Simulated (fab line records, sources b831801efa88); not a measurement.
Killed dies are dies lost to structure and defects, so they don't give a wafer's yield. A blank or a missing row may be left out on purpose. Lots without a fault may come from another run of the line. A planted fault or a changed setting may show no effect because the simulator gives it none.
fab line records | flow gf180mcu
record lots=5 wafers=15 last_day=34
route steps=602 shown M4@457 V4@476
lots that met no fault: from a run of the same line without faults
start_h: hours from the record's first day to the start of the lot's first wafer shown | wait_h: hours since the lot's step before | " the same as in the row above | L1.1+2: a row that stands for several wafers | - no value, or no start given | * or withheld: withheld | < > ~ a bound
route shown NAME@n: a module of which the file shows steps, and the number in the route of the first | usual: mean/standard deviation of fault-free wafers | same: alike in all rows | chamber/n: place in a boat | sites: the reading at each site | _std_site: their standard deviation | _edge_site: outer sites' mean less inner sites' | radius_mm: how far each site lies from the wafer's centre | mask NAME#n: copy n | behind: the tool/chamber that last shaped the wafer | hold: why the lot was held/for how many hours/how that ended | device: the transistor (n, p or np) that didn't switch | end of line: the same wafers' tests at the end of the route | a step without rows: its recipe alone | killed: dies lost to structure and defects at the first sort, not the wafer's yield | map: a wafer's dies, x killed, . not, _ none there
set.NAME: the setting as run; set.NAME@STEP: as run at that earlier step | model.NAME: the simulator's own value behind a step, which no gauge read
lots at some steps of the route; a table a step, a row a wafer
services: from which hour (start_h, from the record's first day; less than 0 if before it) a tool's chamber was out of use, for how many hours, and why
## steps
# step GF_M4_SPUTTER_01
# recipe material=TiN target_thk_nm=30 power_w=6500 time_s=25 chamber_pressure_pa=0.4
# usual chamber_pressure_pa=0.3999/0.00082 throttle_valve_pct=30.4/0.92
# columns lot.wafer tool chamber start_h wait_h chamber_pressure_pa throttle_valve_pct
L074.1 pvd_sputter-02 - 513.73 0.1 0.4001 32.5
L074.4 " - " " 0.4005 29.5
L074.5 " - " " 0.4007 29.8
L080.1 pvd_sputter-02 - 572.96 0.1 0.4003 29.7
L080.3 " - " " 0.3993 29.5
L080.6 " - " " 0.4009 29.9
L082.1 pvd_sputter-01 - 585.51 0.1 0.4003 30.9
L082.3 " - " " 0.4015 30.9
L082.5 " - " " 0.3999 31.0
L089.3 pvd_sputter-01 - 636.91 0.1 0.3996 30.5
L089.4 " - " " 0.4012 30.8
L089.6 " - " " 0.4005 30.5
L095.1 pvd_sputter-03 - 679.88 0.1 0.4011 30.2
L095.4 " - " " 0.4002 29.4
L095.6 " - " " 0.3984 29.0
# step GF_M4_SPUTTER_02
# recipe material=AlCu target_thk_nm=450 power_w=10600 time_s=23.9 chamber_pressure_pa=0.4
# usual chamber_pressure_pa=0.4000/0.00078 throttle_valve_pct=30.3/0.92
# columns lot.wafer tool chamber start_h wait_h chamber_pressure_pa throttle_valve_pct
L074.1 pvd_sputter-02 - 513.76 0.0 0.3999 32.6
L074.4 " - " " 0.3994 29.8
L074.5 " - " " 0.4005 29.7
L080.1 pvd_sputter-02 - 572.99 0.0 0.3990 30.0
L080.3 " - " " 0.4018 29.8
L080.6 " - " " 0.4016 29.8
L082.1 pvd_sputter-01 - 585.54 0.0 0.3989 30.9
L082.3 " - " " 0.4011 30.4
L082.5 " - " " 0.4001 30.9
L089.3 pvd_sputter-01 - 636.94 0.0 0.4003 30.7
L089.4 " - " " 0.3995 30.7
L089.6 " - " " 0.3994 30.6
L095.1 pvd_sputter-03 - 679.91 0.0 0.3998 30.0
L095.4 " - " " 0.4000 29.2
L095.6 " - " " 0.3991 28.9
# step GF_M4_SPUTTER_03
# recipe material=Ti target_thk_nm=10 substrate_temp_c=300 chamber_pressure_pa=0.3 power_w=3000 time_s=6.7
# usual chamber_pressure_pa=0.3000/0.00061 throttle_valve_pct=30.4/0.91
# columns lot.wafer tool chamber start_h wait_h chamber_pressure_pa throttle_valve_pct
L074.1 pvd_sputter-02 - 513.79 0.0 0.2995 32.4
L074.4 " - " " 0.2996 29.5
L074.5 " - " " 0.2999 29.5
L080.1 pvd_sputter-02 - 573.02 0.0 0.2997 29.6
L080.3 " - " " 0.2999 29.5
L080.6 " - " " 0.2996 29.8
L082.1 pvd_sputter-01 - 585.57 0.0 0.2987 30.9
L082.3 " - " " 0.2990 31.0
L082.5 " - " " 0.2999 31.1
L089.3 pvd_sputter-01 - 636.97 0.0 0.2992 30.3
L089.4 " - " " 0.3003 30.7
L089.6 " - " " 0.2998 30.6
L095.1 pvd_sputter-03 - 679.94 0.0 0.3005 29.9
L095.4 " - " " 0.3000 29.2
L095.6 " - " " 0.3004 28.9
# step GF_M4_SPUTTER_04
# recipe material=TiN target_thk_nm=50 power_w=6500 time_s=41.7 chamber_pressure_pa=0.4
# usual chamber_pressure_pa=0.4000/0.00084 throttle_valve_pct=30.3/0.95
# columns lot.wafer tool chamber start_h wait_h chamber_pressure_pa throttle_valve_pct
L074.1 pvd_sputter-02 - 513.81 0.0 0.3990 32.5
L074.4 " - " " 0.4007 29.8
L074.5 " - " " 0.4007 30.0
L080.1 pvd_sputter-02 - 573.04 0.0 0.3994 30.0
L080.3 " - " " 0.4021 29.7
L080.6 " - " " 0.4002 29.6
L082.1 pvd_sputter-01 - 585.59 0.0 0.4009 31.1
L082.3 " - " " 0.3995 30.6
L082.5 " - " " 0.4007 31.1
L089.3 pvd_sputter-01 - 636.99 0.0 0.3984 30.3
L089.4 " - " " 0.4000 30.7
L089.6 " - " " 0.4010 30.9
L095.1 pvd_sputter-03 - 679.96 0.0 0.4005 30.2
L095.4 " - " " 0.4000 29.3
L095.6 " - " " 0.4001 28.8
# step GF_M4_RS_MEAS_05
# recipe thk_meas_gauge=four-point-probe reads=TiN_of_M4_SPUTTER_04+Ti_of_M4_SPUTTER_03+AlCu_of_M4_SPUTTER_02+TiN_of_M4_SPUTTER_01+Ti_of_M4_SPUTTER_00
# usual M4_ALCU_RS=0.0692/0.001
# columns lot.wafer tool chamber start_h wait_h M4_ALCU_RS[ohm/sq]
L074.1 film_metro-03 - 513.85 0.0 0.0690
L074.4 " - " " 0.0680
L074.5 " - " " 0.0687
L080.1 film_metro-01 - 573.08 0.0 0.0695
L080.3 " - " " 0.0693
L080.6 " - " " 0.0696
L082.1 film_metro-03 - 585.63 0.0 0.0690
L082.3 " - " " 0.0707
L082.5 " - " " 0.0692
L089.3 film_metro-04 - 637.07 0.1 0.0702
L089.4 " - " " 0.0712
L089.6 " - " " 0.0708
L095.1 film_metro-04 - 680.00 0.0 0.0681
L095.4 " - " " 0.0704
L095.6 " - " " 0.0704
# step GF_M4_THK_MEAS_06
# recipe thk_meas_gauge=xrf reads=AlCu_of_M4_SPUTTER_02
# usual M4_ALCU_THK=448/6.5
# columns lot.wafer tool chamber start_h wait_h M4_ALCU_THK[nm]
L074.1 film_metro-03 - 513.97 0.1 449
L074.4 " - " " 456
L074.5 " - " " 450
L080.1 film_metro-01 - 573.20 0.1 445
L080.3 " - " " 448
L080.6 " - " " 445
L082.1 film_metro-03 - 585.75 0.1 449
L082.3 " - " " 438
L082.5 " - " " 450
L089.3 film_metro-04 - 637.17 0.1 437
L089.4 " - " " 434
L089.6 " - " " 434
L095.1 film_metro-04 - 680.12 0.1 456
L095.4 " - " " 440
L095.6 " - " " 440
# step GF_M4_DEHYDRATE_07
# recipe temp_c=200 time_s=60
# usual plate_temp_C=200.00/0.17
# columns lot.wafer tool chamber start_h wait_h plate_temp_C
L074.1 litho_track-02 0 524.54 10.6 200.17
L074.4 " 0 " " 200.09
L074.5 " 0 " " 200.05
L080.1 litho_track-02 0 583.28 10.1 199.75
L080.3 " 0 " " 199.81
L080.6 " 0 " " 199.90
L082.1 litho_track-04 0 595.44 9.7 200.05
L082.3 " 0 " " 200.11
L082.5 " 0 " " 200.10
L089.3 litho_track-03 0 646.96 9.8 200.02
L089.4 " 0 " " 200.00
L089.6 " 0 " " 199.90
L095.1 litho_track-03 0 689.01 8.9 199.96
L095.4 " 0 " " 200.09
L095.6 " 0 " " 200.01
# step GF_M4_HMDS_08
# recipe prime_time_s=60 prime_temp_c=120
# columns lot.wafer tool chamber start_h wait_h
L074.1+4+5 litho_track-02 0 524.69 0.1
L080.1+3+6 litho_track-02 0 583.43 0.1
L082.1+3+5 litho_track-04 0 595.59 0.1
L089.3+4+6 litho_track-03 0 647.11 0.1
L095.1+4+6 litho_track-03 0 689.16 0.1
# step GF_M4_COAT_09
# recipe resist=KrF spin_rpm=withheld resist_thk_nm=1000
# columns lot.wafer tool chamber start_h wait_h
L074.1+4+5 litho_track-02 0 524.84 0.1
L080.1+3+6 litho_track-02 0 583.58 0.1
L082.1+3+5 litho_track-04 0 595.74 0.1
L089.3+4+6 litho_track-03 0 647.26 0.1
L095.1+4+6 litho_track-03 0 689.31 0.1
# step GF_M4_SOFTBAKE_10
# recipe temp_c=130 time_s=60 resist=KrF
# usual plate_temp_C=129.99/0.13
# columns lot.wafer tool chamber start_h wait_h plate_temp_C
L074.1 litho_track-02 0 524.99 0.1 130.21
L074.4 " 0 " " 130.19
L074.5 " 0 " " 130.23
L080.1 litho_track-02 0 583.73 0.1 129.98
L080.3 " 0 " " 129.84
L080.6 " 0 " " 130.20
L082.1 litho_track-04 0 595.89 0.1 129.95
L082.3 " 0 " " 129.98
L082.5 " 0 " " 129.83
L089.3 litho_track-03 0 647.41 0.1 129.90
L089.4 " 0 " " 130.03
L089.6 " 0 " " 129.87
L095.1 litho_track-03 0 689.46 0.1 130.07
L095.4 " 0 " " 129.99
L095.6 " 0 " " 129.84
# step GF_M4_EXPOSE_11
# recipe mask_id=Metal4 target_cd_nm=280 na=0.68 source_shape=conventional sigma_outer=0.6 dose_mj=28
# usual stage_vel_mm_s=500.03/0.27
# columns lot.wafer tool chamber start_h wait_h mask stage_vel_mm_s
L074.1 krf_scanner-02 0 - - Metal4#0 500.09
L074.4 " 0 " " Metal4#0 499.68
L074.5 " 0 " " Metal4#0 499.59
L080.1 krf_scanner-02 0 - - Metal4#0 500.07
L080.3 " 0 " " Metal4#0 499.85
L080.6 " 0 " " Metal4#0 499.68
L082.1 krf_scanner-01 0 - - Metal4#0 499.97
L082.3 " 0 " " Metal4#0 499.53
L082.5 " 0 " " Metal4#0 500.21
L089.3 krf_scanner-01 0 - - Metal4#0 499.63
L089.4 " 0 " " Metal4#0 499.54
L089.6 " 0 " " Metal4#0 499.51
L095.1 krf_scanner-01 0 - - Metal4#0 499.88
L095.4 " 0 " " Metal4#0 499.81
L095.6 " 0 " " Metal4#0 500.22
# step GF_M4_PEB_12
# recipe peb_temp_c=135 peb_time_s=90 resist=KrF
# usual plate_temp_C=135.02/0.15
# columns lot.wafer tool chamber start_h wait_h plate_temp_C
L074.1 litho_track-04 0 - - 135.11
L074.4 " 0 " " 134.92
L074.5 " 0 " " 135.08
L080.1 litho_track-02 0 - - 135.08
L080.3 " 0 " " 135.04
L080.6 " 0 " " 135.22
L082.1 litho_track-03 0 - - 135.16
L082.3 " 0 " " 135.14
L082.5 " 0 " " 134.93
L089.3 litho_track-02 0 - - 135.16
L089.4 " 0 " " 134.89
L089.6 " 0 " " 135.02
L095.1 litho_track-02 0 - - 134.64
L095.4 " 0 " " 134.99
L095.6 " 0 " " 134.79
# step GF_M4_DEVELOP_13
# recipe develop_time_s=60 dev_temp_c=21
# columns lot.wafer tool chamber start_h wait_h
L074.1+4+5 litho_track-04 0 536.69 0.2
L080.1+3+6 litho_track-02 0 593.88 0.2
L082.1+3+5 litho_track-03 0 606.26 0.2
L089.3+4+6 litho_track-02 0 656.33 0.1
L095.1+4+6 litho_track-02 0 698.03 0.2
# step GF_M4_CD_MEAS_14
# recipe target_cd_nm=280
# usual cd_nm=279.8/1.4
# columns lot.wafer tool chamber start_h wait_h cd_nm
L074.1 cd_sem-02 - 536.84 0.1 281.5
L074.4 " - " " 280.3
L074.5 " - " " 280.7
L080.1 cd_sem-02 - 594.03 0.1 281.3
L080.3 " - " " 280.4
L080.6 " - " " 281.0
L082.1 cd_sem-01 - 606.41 0.1 281.3
L082.3 " - " " 282.2
L082.5 " - " " 280.2
L089.3 cd_sem-02 - 656.47 0.1 279.2
L089.4 " - " " 278.1
L089.6 " - " " 279.2
L095.1 cd_sem-02 - 698.18 0.1 280.9
L095.4 " - " " 283.5
L095.6 " - " " 283.4
# step GF_M4_OVL_MEAS_15
# usual M4_OVL=4/6.1
# columns lot.wafer tool chamber start_h wait_h M4_OVL[nm]
L074.1 overlay-02 - 536.96 0.1 -5
L074.4 " - " " 6
L074.5 " - " " -6
L080.1 overlay-01 - 594.15 0.1 5
L080.3 " - " " 9
L080.6 " - " " -5
L082.1 overlay-01 - 606.53 0.1 5
L082.3 " - " " 6
L082.5 " - " " 10
L089.3 overlay-02 - 656.57 0.1 1
L089.4 " - " " 5
L089.6 " - " " 7
L095.1 overlay-02 - 698.30 0.1 7
L095.4 " - " " 1
L095.6 " - " " 1
# step GF_M4_METAL_ETCH_16
# recipe chemistry=Cl2/BCl3 mask_material=KrF target_depth_nm=750.8 stop_on=SiO2 pressure_mtorr=8 icp_w=800 bias_w=140 Cl2_flow_sccm=80 bcl3_flow_sccm=40 time_s=125.1
# usual bias_w=140.0/0.38 drypump_motor_current_A=6.0/0.38 oes_product_au=0.988/0.0068 throttle_valve_pct=28.232/0.011
# columns lot.wafer tool chamber start_h wait_h bias_w drypump_motor_current_A oes_product_au rf_hours_counter_h throttle_valve_pct
L074.1 rie_metal-03 0 537.00 0.0 140.3 6.5 0.985 7 28.257
L074.4 " 1 " " 140.2 6.0 0.981 - 28.253
L074.5 " 1 " " 139.5 6.0 0.977 - 28.241
L080.1 rie_metal-01 1 594.19 0.0 140.2 5.2 0.993 1 28.241
L080.3 " 0 " " 139.7 6.1 0.999 - 28.232
L080.6 " 1 " " 139.6 5.2 0.995 - 28.241
L082.1 rie_metal-04 1 606.57 0.0 139.9 5.7 0.980 3 28.221
L082.3 " 1 " " 140.1 5.7 0.981 - 28.238
L082.5 " 1 " " 140.1 5.7 0.983 - 28.221
L089.3 rie_metal-03 0 656.63 0.1 139.7 6.5 0.992 - 28.239
L089.4 " 1 " " 140.5 6.0 0.981 - 28.231
L089.6 " 1 " " 140.8 6.0 0.982 - 28.234
L095.1 rie_metal-01 0 698.34 0.0 140.1 6.2 0.990 1 28.210
L095.4 " 1 " " 139.9 5.2 0.989 - 28.226
L095.6 " 1 " " 139.7 5.2 0.984 - 28.244
# step GF_M4_STRIP_17
# recipe chemistry=O2/N2 power_w=1400 pressure_mtorr=1500 platen_temp_c=250 o2_flow_sccm=3000 n2_flow_sccm=300 overash_fraction=0.5
# usual drypump_motor_current_A=5.4/0.4 heater_power_w=338/38 oes_product_au=0.537/0.0049 strip_time_to_endpoint_s=7.39/0.059
# columns lot.wafer tool chamber start_h wait_h drypump_motor_current_A heater_power_w oes_product_au rf_hours_counter_h strip_time_to_endpoint_s
L074.1 plasma_asher-03 0 537.13 0.1 5.4 289 0.530 83 7.41
L074.4 " 0 " " 5.4 288 0.535 - 7.46
L074.5 " 0 " " 5.4 298 0.543 - 7.45
L080.1 plasma_asher-01 0 594.32 0.1 5.6 356 0.541 13 7.41
L080.3 " 0 " " 5.6 342 0.539 - 7.26
L080.6 " 1 " " 4.9 329 0.535 - 7.40
L082.1 plasma_asher-01 1 606.70 0.1 4.9 324 0.536 15 7.37
L082.3 " 0 " " 5.6 350 0.537 - 7.40
L082.5 " 0 " " 5.6 359 0.534 - 7.38
L089.3 plasma_asher-02 0 656.75 0.1 5.1 433 0.538 - 7.32
L089.4 " 1 " " 5.3 312 0.542 - 7.42
L089.6 " 0 " " 5.1 435 0.540 - 7.38
L095.1 plasma_asher-02 0 698.47 0.1 5.1 431 0.540 98 7.36
L095.4 " 0 " " 5.1 430 0.541 - 7.49
L095.6 " 1 " " 5.3 318 0.540 - 7.49
# step GF_M4_STRIP_18
# recipe chemistry=post_etch_residue_remover time_s=1200 temp_c=72.5
# usual bath_heat_duty_pct=15.0/1.7
# columns lot.wafer tool chamber start_h wait_h bath_heat_duty_pct
L074.1 wet_bench-02 0 537.23 0.1 15.7
L074.4 " 0 " " 16.5
L074.5 " 0 " " 17.6
L080.1 wet_bench-03 0 594.42 0.1 13.5
L080.3 " 0 " " 12.6
L080.6 " 0 " " 13.5
L082.1 wet_bench-02 1 606.80 0.1 13.3
L082.3 " 1 " " 13.2
L082.5 " 1 " " 12.3
L089.3 wet_bench-03 2 656.82 0.0 18.1
L089.4 " 2 " " 16.5
L089.6 " 2 " " 16.1
L095.1 wet_bench-02 2 698.57 0.1 14.0
L095.4 " 2 " " 15.6
L095.6 " 2 " " 15.1
# step GF_M4_CLEAN_19
# recipe chemistry=DIW dry=n2_spin
# columns lot.wafer tool chamber start_h wait_h
L074.1+4+5 wet_bench-02 2 537.57 0.0
L080.1+3+6 wet_bench-02 3 594.79 0.0
L082.1+3+5 wet_bench-01 0 607.14 0.0
L089.3+4+6 wet_bench-02 2 657.16 0.0
L095.1+4+6 wet_bench-01 0 698.94 0.0
# step GF_V4_CVD_00
# recipe material=SiO2 target_thk_nm=600 sigma_open_frac=0.3 temp_c=400 time_s=100 sih4_flow_sccm=60 pressure_mtorr=6
# usual pressure_mtorr=6.000/0.012 sih4_flow_sccm=60.00/0.18
# columns lot.wafer tool chamber start_h wait_h pressure_mtorr sih4_flow_sccm
L074.1 hdpcvd-02 0 537.66 0.0 5.985 59.87
L074.4 " 1 " " 6.004 60.04
L074.5 " 2 " " 5.995 60.19
L080.1 hdpcvd-01 2 594.89 0.0 6.009 59.97
L080.3 " 0 " " 6.016 60.10
L080.6 " 2 " " 6.022 60.25
L082.1 hdpcvd-01 0 607.23 0.0 5.988 60.35
L082.3 " 1 " " 5.993 60.19
L082.5 " 0 " " 5.993 60.29
L089.3 hdpcvd-02 1 657.25 0.0 6.008 60.07
L089.4 " 1 " " 6.000 60.10
L089.6 " 2 " " 5.980 59.72
L095.1 hdpcvd-02 0 699.04 0.0 5.998 60.25
L095.4 " 0 " " 5.996 60.16
L095.6 " 2 " " 6.010 60.02
# step GF_V4_THK_MEAS_01
# recipe reads=SiO2_of_V4_CVD_00
# usual V4_CVD_00_THK=598/7.1
# columns lot.wafer tool chamber start_h wait_h V4_CVD_00_THK[nm]
L074.1 film_metro-02 - 537.73 0.0 590
L074.4 " - " " 598
L074.5 " - " " 601
L080.1 film_metro-04 - 594.96 0.0 593
L080.3 " - " " 605
L080.6 " - " " 597
L082.1 film_metro-01 - 607.30 0.0 599
L082.3 " - " " 598
L082.5 " - " " 599
L089.3 film_metro-01 - 657.34 0.1 598
L089.4 " - " " 589
L089.6 " - " " 583
L095.1 film_metro-04 - 699.11 0.0 590
L095.4 " - " " 587
L095.6 " - " " 596
# step GF_V4_CVD_02
# recipe material=SiO2 target_thk_nm=850 precursor=TEOS temp_c=400 time_s=94.851 rf_w=600
# usual heater_power_w=657/93
# columns lot.wafer tool chamber start_h wait_h heater_power_w
L074.1 pecvd-04 2 537.79 0.1 608
L074.4 " 0 " " 677
L074.5 " 2 " " 641
L080.1 pecvd-04 2 595.02 0.1 681
L080.3 " 1 " " 839
L080.6 " 1 " " 674
L082.1 pecvd-04 1 607.36 0.1 854
L082.3 " 2 " " 658
L082.5 " 2 " " 681
L089.3 pecvd-02 0 657.38 0.0 744
L089.4 " 2 " " 556
L089.6 " 0 " " 781
L095.1 pecvd-04 0 699.17 0.1 656
L095.4 " 0 " " 518
L095.6 " 1 " " 676
# step GF_V4_THK_MEAS_03
# recipe reads=SiO2_of_V4_CVD_02
# usual V4_CVD_02_THK=855/13
# columns lot.wafer tool chamber start_h wait_h V4_CVD_02_THK[nm]
L074.1 film_metro-01 - 537.86 0.0 833
L074.4 " - " " 852
L074.5 " - " " 860
L080.1 film_metro-01 - 595.09 0.0 844
L080.3 " - " " 829
L080.6 " - " " 847
L082.1 film_metro-02 - 607.43 0.0 835
L082.3 " - " " 851
L082.5 " - " " 865
L089.3 film_metro-02 - 657.47 0.1 847
L089.4 " - " " 858
L089.6 " - " " 863
L095.1 film_metro-02 - 699.24 0.0 855
L095.4 " - " " 865
L095.6 " - " " 852
# step GF_V4_CMP_04
# recipe material=SiO2 down_force_psi=4 platen_rpm=60 pad_velocity_m_s=0.94248
# usual motor_current_A=12.4/1.2 time_to_endpoint_s=79/6.4
# columns lot.wafer tool chamber start_h wait_h motor_current_A time_to_endpoint_s
L074.4 cmp-01 3 537.92 0.0 11.2 78
L074.1 " 1 " " 10.8 73
L074.5 " 3 " " 11.0 80
L080.1 cmp-01 2 595.25 0.1 14.0 75
L080.3 " 3 " " 11.2 70
L080.6 " 0 " " 14.3 70
L082.3 cmp-02 0 607.49 0.0 12.4 84
L082.1 " 3 " " 13.0 76
L082.5 " 1 " " 12.3 84
L089.3 cmp-01 0 657.51 0.0 15.0 72
L089.4 " 2 " " 12.4 78
L089.6 " 1 " " 10.7 86
L095.1 cmp-01 1 699.30 0.1 11.3 83
L095.4 " 3 " " 11.0 84
L095.6 " 2 " " 13.5 83
# step GF_V4_BOW_MEAS_05
# recipe mode=bow
# usual V4_BOW=137/8.5
# columns lot.wafer tool chamber start_h wait_h V4_BOW[um]
L074.1 film_metro-04 - 538.22 0.1 137
L074.4 " - " " 129
L074.5 " - " " 136
L080.1 film_metro-04 - 595.45 0.1 139
L080.3 " - " " 153
L080.6 " - " " 142
L082.1 film_metro-04 - 607.79 0.1 137
L082.3 " - " " 135
L082.5 " - " " 123
L089.3 film_metro-04 - 657.85 0.3 124
L089.4 " - " " 129
L089.6 " - " " 136
L095.1 film_metro-01 - 699.60 0.2 136
L095.4 " - " " 152
L095.6 " - " " 139
# step GF_V4_DEHYDRATE_06
# recipe temp_c=200 time_s=60
# usual plate_temp_C=199.97/0.16
# columns lot.wafer tool chamber start_h wait_h plate_temp_C
L074.1 litho_track-04 0 548.84 10.6 199.75
L074.4 " 0 " " 200.00
L074.5 " 0 " " 200.00
L080.1 litho_track-01 0 605.55 10.1 199.81
L080.3 " 0 " " 199.76
L080.6 " 0 " " 200.01
L082.1 litho_track-03 0 616.86 9.0 199.95
L082.3 " 0 " " 199.96
L082.5 " 0 " " 199.81
L089.3 litho_track-04 0 667.59 9.7 200.08
L089.4 " 0 " " 199.93
L089.6 " 0 " " 199.98
L095.1 litho_track-03 0 708.56 8.9 200.12
L095.4 " 0 " " 199.96
L095.6 " 0 " " 200.27
# step GF_V4_HMDS_07
# recipe prime_time_s=60 prime_temp_c=120
# columns lot.wafer tool chamber start_h wait_h
L074.1+4+5 litho_track-04 0 548.99 0.1
L080.1+3+6 litho_track-01 0 605.70 0.1
L082.1+3+5 litho_track-03 0 617.01 0.1
L089.3+4+6 litho_track-04 0 667.74 0.1
L095.1+4+6 litho_track-03 0 708.71 0.1
# step GF_V4_COAT_08
# recipe resist=BARC temp_c=withheld time_s=withheld spin_rpm=withheld resist_thk_nm=withheld
# columns lot.wafer tool chamber start_h wait_h
L074.1+4+5 litho_track-04 0 549.14 0.1
L080.1+3+6 litho_track-01 0 605.85 0.1
L082.1+3+5 litho_track-03 0 617.16 0.1
L089.3+4+6 litho_track-04 0 667.89 0.1
L095.1+4+6 litho_track-03 0 708.86 0.1
# step GF_V4_COAT_09
# recipe resist=KrF spin_rpm=withheld resist_thk_nm=1000
# columns lot.wafer tool chamber start_h wait_h
L074.1+4+5 litho_track-04 0 - -
L080.1+3+6 litho_track-01 0 - -
L082.1+3+5 litho_track-03 0 - -
L089.3+4+6 litho_track-04 0 - -
L095.1+4+6 litho_track-03 0 - -
# step GF_V4_SOFTBAKE_10
# recipe temp_c=130 time_s=60 resist=KrF
# usual plate_temp_C=130.01/0.13
# columns lot.wafer tool chamber start_h wait_h plate_temp_C
L074.1 litho_track-04 0 - - 130.11
L074.4 " 0 " " 130.04
L074.5 " 0 " " 130.29
L080.1 litho_track-01 0 - - 129.87
L080.3 " 0 " " 129.91
L080.6 " 0 " " 130.13
L082.1 litho_track-03 0 - - 129.92
L082.3 " 0 " " 129.95
L082.5 " 0 " " 129.84
L089.3 litho_track-04 0 - - 130.05
L089.4 " 0 " " 129.99
L089.6 " 0 " " 130.01
L095.1 litho_track-03 0 - - 129.91
L095.4 " 0 " " 130.04
L095.6 " 0 " " 129.99
# step GF_V4_EXPOSE_11
# recipe mask_id=Via4 target_cd_nm=260 na=0.68 source_shape=conventional sigma_outer=0.6 dose_mj=38
# usual stage_vel_mm_s=499.96/0.27
# columns lot.wafer tool chamber start_h wait_h mask stage_vel_mm_s
L074.1 krf_scanner-01 0 - - Via4#0 500.47
L074.4 " 0 " " Via4#0 499.98
L074.5 " 0 " " Via4#0 500.01
L080.1 krf_scanner-02 0 - - Via4#0 499.77
L080.3 " 0 " " Via4#0 499.89
L080.6 " 0 " " Via4#0 499.89
L082.1 krf_scanner-02 0 - - Via4#0 500.50
L082.3 " 0 " " Via4#0 500.12
L082.5 " 0 " " Via4#0 500.11
L089.3 krf_scanner-01 0 - - Via4#0 499.75
L089.4 " 0 " " Via4#0 500.16
L089.6 " 0 " " Via4#0 499.65
L095.1 krf_scanner-01 0 - - Via4#0 500.06
L095.4 " 0 " " Via4#0 499.94
L095.6 " 0 " " Via4#0 500.32
# step GF_V4_PEB_12
# recipe peb_temp_c=135 peb_time_s=90 resist=KrF
# usual plate_temp_C=134.97/0.14
# columns lot.wafer tool chamber start_h wait_h plate_temp_C
L074.1 litho_track-03 0 - - 135.20
L074.4 " 0 " " 135.12
L074.5 " 0 " " 134.93
L080.1 litho_track-04 0 - - 135.02
L080.3 " 0 " " 134.89
L080.6 " 0 " " 134.90
L082.1 litho_track-01 0 - - 134.77
L082.3 " 0 " " 134.94
L082.5 " 0 " " 134.87
L089.3 litho_track-03 0 - - 135.16
L089.4 " 0 " " 135.05
L089.6 " 0 " " 135.02
L095.1 litho_track-04 0 - - 135.01
L095.4 " 0 " " 135.24
L095.6 " 0 " " 135.10
# step GF_V4_DEVELOP_13
# recipe develop_time_s=60 resist=KrF dev_temp_c=21
# columns lot.wafer tool chamber start_h wait_h
L074.1+4+5 litho_track-03 0 560.81 0.2
L080.1+3+6 litho_track-04 0 616.04 0.2
L082.1+3+5 litho_track-01 0 627.80 0.2
L089.3+4+6 litho_track-03 0 677.26 0.1
L095.1+4+6 litho_track-04 0 717.49 0.2
# step GF_V4_CD_MEAS_14
# recipe target_cd_nm=260
# usual cd_nm=259.5/1.1
# columns lot.wafer tool chamber start_h wait_h cd_nm
L074.1 cd_sem-02 - 560.96 0.1 261.1
L074.4 " - " " 259.9
L074.5 " - " " 259.5
L080.1 cd_sem-01 - 616.19 0.1 259.7
L080.3 " - " " 259.6
L080.6 " - " " 261.3
L082.1 cd_sem-01 - 627.95 0.1 260.4
L082.3 " - " " 259.9
L082.5 " - " " 258.4
L089.3 cd_sem-01 - 677.40 0.1 259.3
L089.4 " - " " 259.7
L089.6 " - " " 260.3
L095.1 cd_sem-02 - 717.64 0.1 258.2
L095.4 " - " " 258.2
L095.6 " - " " 258.2
# step GF_V4_OVL_MEAS_15
# usual V4_OVL=3/5.6
# columns lot.wafer tool chamber start_h wait_h V4_OVL[nm]
L074.1 overlay-02 - 561.08 0.1 4
L074.4 " - " " 1
L074.5 " - " " 4
L080.1 overlay-02 - 616.31 0.1 1
L080.3 " - " " 6
L080.6 " - " " -3
L082.1 overlay-01 - 628.07 0.1 -5
L082.3 " - " " -3
L082.5 " - " " -2
L089.3 overlay-02 - 677.49 0.1 10
L089.4 " - " " -2
L089.6 " - " " 3
L095.1 overlay-02 - 717.76 0.1 5
L095.4 " - " " 8
L095.6 " - " " 4
# step GF_V4_ETCH_16
# recipe chemistry=N2/H2 target_depth_a=withheld overetch_a=withheld time_s=withheld target=BARC ion_energy_ev=200 source_w=500 bias_w=100 pressure_mtorr=30 n2_flow_sccm=100 h2_flow_sccm=200
# usual bias_w=100.05/0.29 drypump_motor_current_A=5.7/0.5 oes_product_au=0.855/0.0047 throttle_valve_pct=13.225/0.0084
# columns lot.wafer tool chamber start_h wait_h bias_w drypump_motor_current_A oes_product_au throttle_valve_pct
L074.1 rie_diel-04 1 561.12 0.0 100.14 6.5 0.858 13.238
L074.4 " 3 " " 99.63 5.4 0.852 13.235
L074.5 " 3 " " 100.16 5.4 0.861 13.225
L080.1 rie_diel-02 2 616.35 0.0 99.75 6.1 0.851 13.226
L080.3 " 3 " " 99.59 5.4 0.849 13.214
L080.6 " 0 " " 100.10 6.2 0.855 13.236
L082.1 rie_diel-04 2 628.10 0.0 100.06 5.8 0.853 13.216
L082.3 " 3 " " 100.34 5.4 0.850 13.229
L082.5 " 1 " " 99.78 6.5 0.851 13.223
L089.3 rie_diel-03 2 677.52 0.0 100.05 5.4 0.846 13.231
L089.4 " 3 " " 100.50 5.3 0.858 13.235
L089.6 " 2 " " 99.97 5.4 0.857 13.225
L095.1 rie_diel-02 1 717.80 0.0 99.66 5.6 0.848 13.229
L095.4 " 3 " " 100.05 5.4 0.851 13.230
L095.6 " 2 " " 99.91 6.1 0.854 13.216
## services
# columns tool chamber start_h hours kind
krf_scanner-02 - 514.76 1.3 pm
pvd_sputter-01 - 530.86 3.7 repair
cmp-01 - 533.07 3.1 repair
cmp-01 - 542.79 6.9 pm
krf_scanner-02 - 545.61 0.8 pm
cmp-01 - 554.68 2.5 repair
pecvd-04 - 557.59 0.5 repair
krf_scanner-01 - 559.35 0.8 pm
krf_scanner-02 - 578.10 1.0 pm
cmp-01 - 584.73 0.4 repair
pvd_sputter-02 - 592.74 2.0 repair
krf_scanner-01 - 618.02 1.0 pm
pecvd-04 2 625.68 27.7 repair
pvd_sputter-03 - 634.51 2.5 repair
krf_scanner-01 - 654.54 1.3 pm
krf_scanner-01 - 655.84 3.6 pm
pvd_sputter-01 - 669.01 8.0 repair
wet_bench-02 - 673.05 1.6 repair
krf_scanner-02 - 679.66 15.1 repair
krf_scanner-02 - 694.78 1.3 pm
pvd_sputter-01 - 694.80 3.5 repair
krf_scanner-02 - 711.80 1.1 repair
pecvd-04 1 713.54 14.8 repair
krf_scanner-02 - 714.41 0.8 pm
## key
fault none
